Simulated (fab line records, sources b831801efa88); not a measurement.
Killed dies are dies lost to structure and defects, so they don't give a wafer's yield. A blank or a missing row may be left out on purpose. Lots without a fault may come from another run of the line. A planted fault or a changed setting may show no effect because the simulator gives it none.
A struck lot beside a sound one | flow sky130 | 16 steps out of a route of 708
Sound: wafers L691.1, L691.3, L691.6. Struck: wafers L692.2, L692.3, L692.5. The cause comes at the end.
At each step with rows: each side's tool, then ch and its chambers, then its first start. Under that, the readings that differ: sound wafers | struck wafers | difference of the means | sigmas: that difference in standard deviations of wafers without a fault.
alike: readings whose means differ by less than 2 such deviations, and words and numbers that are the same on both sides. not compared: withheld readings, readings that some wafer has no value for, bounds like >300 that may hide the same value, and numbers for which the record gives no deviation and whose values overlap.
The two part at a step that has a row with sigmas, a row that says differs or no value, or rows on one side only. Numbers that don't overlap but have no deviation are shown without sigmas and don't part them. A reading that every wafer of one side lacks parts them only if that side has two wafers or more.

SKY_NWELL_RS_MEAS_29: measures by four-point-probe.
  sound on film_metro-03, day 6 17:38; struck on film_metro-03, day 6 18:57
  alike: NWELL_RS
SKY_NWELL_RS_MEAS_31: measures by four-point-probe.
  sound on film_metro-03, day 6 17:52; struck on film_metro-03, day 6 19:11
  alike: PWDE_RS
then, 7 steps without rows for these wafers: SKY_VT_ADJUST_HVTP_DEHYDRATE_00 (time 60 s); SKY_VT_ADJUST_HVTP_HMDS_01 (prime time 60 s); SKY_VT_ADJUST_HVTP_COAT_02 (resist thk 1140 nm); SKY_VT_ADJUST_HVTP_SOFTBAKE_03 (time 60 s); SKY_VT_ADJUST_HVTP_EXPOSE_04 (exposes mask HVTPM, target cd 380 nm); SKY_VT_ADJUST_HVTP_PEB_05; SKY_VT_ADJUST_HVTP_DEVELOP_06 (develop time 60 s).
SKY_VT_ADJUST_HVTP_CD_MEAS_07: target cd 380 nm.
  sound on cd_sem-01, day 7 11:40; struck on cd_sem-02, day 7 12:38
  alike: cd_nm
SKY_VT_ADJUST_HVTP_OVL_MEAS_08:
  sound on overlay-01, day 7 11:47; struck on overlay-02, day 7 12:45
  alike: VT_ADJUST_HVTP_OVL
SKY_VT_ADJUST_HVTP_IMPLANT_09:
  sound on implanter-03 ch 0, day 7 11:50; struck on implanter-04 ch 0, day 7 13:07
  alike: beam_on_s, dose_ions_cm2, end_station_pressure_torr
SKY_VT_ADJUST_HVTP_STRIP_10: strips in O2/N2.
  sound on plasma_asher-01 ch 0,1, day 7 11:59; struck on plasma_asher-01 ch 0,1, day 7 13:14
  alike: chamber_pressure_mTorr, drypump_motor_current_A, n2_flow_sccm, oes_product_au, strip_time_to_endpoint_s
  not compared: rf_hours_counter_h
SKY_VT_ADJUST_HVTP_TW_MEAS_11:
  sound on film_metro-01, day 7 12:05; struck on film_metro-02, day 7 13:21
  reading           | sound          | struck         | difference | sigmas
  VT_ADJUST_HVTP_TW | 1347 1342 1343 | 1702 1698 1707 | +358       | +33
then, 1 step without rows for these wafers: SKY_VT_ADJUST_LVTN_DEHYDRATE_00 (time 60 s).
-- the record jumps here: 40 days lie between the struck wafers' starts before and after (it left off in module VT_ADJUST_LVTN and takes up again in module PAD_OPEN, whose first step shown is number 708 of the route) --
SKY_PAD_OPEN_PROBE_99:
  sound on prober-02, day 47 01:01; struck on prober-01, day 47 03:21
  reading                                 | sound             | struck            | difference | sigmas
  model.etest.tip_p.rs_ohm_sq             | 6821 6916 6851    | 9074 9135 9138    | +2253      |
  model.etest.pfet_01v8.r_on_ohm_um       | 2925 2946 2944    | 3751 3835 3813    | +861       |
  model.etest.pfet_01v8.drive_ua_um       | 192.5 189.9 191.1 | 120.5 116.2 117.2 | -73.2      |
  model.etest.pfet_01v8_mvt.drive_ua_um   | 152.9 151.9 151.2 | 86.69 82.91 84.79 | -67.20     |
  model.etest.pfet_01v8_hvt.drive_ua_um   | 143 142.9 141.2   | 92.69 90.33 92.34 | -50.58     |
  model.etest.sram_pfet_latch.drive_ua_um | 140.9 134.1 140.8 | 95.42 91.21 92.06 | -45.70     |
  model.etest.ring_1v8.delay_ps           | 21.43 21.72 21.67 | 28.35 28.99 28.77 | +7.10      |
  not compared: model.etest.tip_p.rs_ohm_sq_range

WHERE THEY PART
Only at SKY_VT_ADJUST_HVTP_TW_MEAS_11, within this record.

WHY: what the simulator had put in
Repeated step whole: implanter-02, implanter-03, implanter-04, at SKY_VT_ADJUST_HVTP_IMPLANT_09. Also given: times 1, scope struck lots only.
